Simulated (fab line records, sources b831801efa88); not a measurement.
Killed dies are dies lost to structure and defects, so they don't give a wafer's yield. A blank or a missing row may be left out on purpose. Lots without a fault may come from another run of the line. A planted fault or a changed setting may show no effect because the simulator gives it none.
Which tool did it? | flow sky130 | 6 lots, 18 wafers sampled, at 3 steps of a route of 708

WHAT THE GAUGES READ, wafer by wafer
SKY_NWELL_RS_MEAS_31: measures by four-point-probe.
lot  | measured    | on            | PWDE_RS (ohm/sq)
L102 | day 7 08:46 | film_metro-02 | 5295 5286 5283
L103 | day 7 08:16 | film_metro-01 | 5272 5276 5267
L106 | day 7 23:25 | film_metro-02 | 5231 5260 5273
L109 | day 8 13:25 | film_metro-03 | 5282 5269 5287
L111 | day 9 04:25 | film_metro-01 | 5274 5281 5281
L113 | day 9 14:48 | film_metro-02 | 5319 5293 5289

WHICH TOOL RAN EACH LOT (tool, then ch and the chambers of the sampled wafers, then the start)
lot  | SKY_FIELD_ISO_STRIP_16              | SKY_FIELD_ISO_ETCH_17
L102 | plasma_asher-02 ch 0,1, day 3 14:52 | rie_si-02 ch 2,3, day 3 14:56
L103 | plasma_asher-01 ch 0,1, day 3 21:35 | rie_si-02 ch 0,1,2, day 3 21:41
L106 | plasma_asher-04 ch 0,1, day 4 13:17 | rie_si-02 ch 2,3, day 4 13:23
L109 | plasma_asher-04 ch 0,1, day 5 01:00 | rie_si-01 ch 0,1,2, day 5 01:06
L111 | plasma_asher-04 ch 0,1, day 5 10:23 | rie_si-01 ch 0,1,2, day 5 10:29
L113 | plasma_asher-02 ch 0,1, day 5 22:01 | rie_si-02 ch 0,1,3, day 5 22:05
- SKY_FIELD_ISO_STRIP_16: strips in O2/N2.
- SKY_FIELD_ISO_ETCH_17: etches Si in HBr/Cl2/O2, target depth 342 nm, time 97.7 s.

THE ANSWER, worked out from the rows above alone
Rule: what is usual is taken from the lots themselves. Put in order of their means at a reading, lots are off if they are a third of the lots or fewer, leave a main group of 4 or more, and stand apart from it by a gap of 3 or more times the standard deviation of the main group's means; of several such gaps the widest counts. A main group whose means are all the same, to the digits that the tables above print for the reading, isn't used. A lot without any number at a reading at which 4 lots or more have one is off too. The other lots that the step has rows for count as sound.
No lot is off at any reading shown: from this, nothing can be told.

WHAT THE SIMULATOR HAD PUT IN
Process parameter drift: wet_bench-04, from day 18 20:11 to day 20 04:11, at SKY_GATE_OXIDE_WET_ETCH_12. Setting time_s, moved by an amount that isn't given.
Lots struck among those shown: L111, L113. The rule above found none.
